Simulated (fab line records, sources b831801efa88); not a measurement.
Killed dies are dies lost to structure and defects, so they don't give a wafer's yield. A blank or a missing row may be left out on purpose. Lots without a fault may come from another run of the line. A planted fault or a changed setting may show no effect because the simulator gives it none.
Chamber matching | flow gf180mcu | GF_HV_LDD_ETCHBACK_58 on rie_diel-02: 4 sister chambers
The step etches Si3N4 in CH3F/O2, stops on SiO2, time 100 s, target depth 90 nm. 7 wafers are shown with their chamber, then 7 later ones without.

WAFERS WITH THEIR CHAMBER
wafer  | chamber | drypump_motor_current_A (A) | throttle_valve_pct (%)
L655.3 | 0       | 5.4                         | 10.560
L656.2 | 0       | 5.4                         | 10.569
L656.3 | 2       | 6.8                         | 10.558
L658.1 | 3       | 5.2                         | 10.559
L658.5 | 1       | 5.0                         | 10.570
L668.2 | 1       | 5.0                         | 10.566
L668.5 | 3       | 5.3                         | 10.558

WAFERS WITHOUT THEIR CHAMBER
wafer  | drypump_motor_current_A (A) | throttle_valve_pct (%)
L668.6 | 5.4                         | 10.562
L670.1 | 6.8                         | 10.562
L670.3 | 6.8                         | 10.554
L670.4 | 6.7                         | 10.561
L671.1 | 5.2                         | 10.553
L671.3 | 6.7                         | 10.555
L671.6 | 5.2                         | 10.571

WHICH CHAMBER EACH WENT THROUGH
wafer  | from the rows above          | in truth
L668.6 | 0                            | 0
L670.1 | 2                            | 2
L670.3 | 2                            | 2
L670.4 | 2                            | 2
L671.1 | 3                            | 3
L671.3 | 2                            | 2
L671.6 | can't be placed: 3 or 1 or 0 | 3
Placed correctly: 6 of 7. Can't be placed from these rows: 1 (the true chamber is among the candidates in 1). Placed wrongly: 0.
How it was worked out, from the rows above alone: a wafer's distance from a chamber is the root of the sum, over the readings, of the square of ((its reading less the chamber's mean) divided by the reading's scatter). The wafer belongs to the nearest chamber; if the next one is less than 2 further off, it can't be placed. A chamber's mean is the mean of its shown wafers. The scatter: the root of (the sum of the squares of (reading less its chamber's mean) over the shown wafers, divided by (wafers less chambers)).
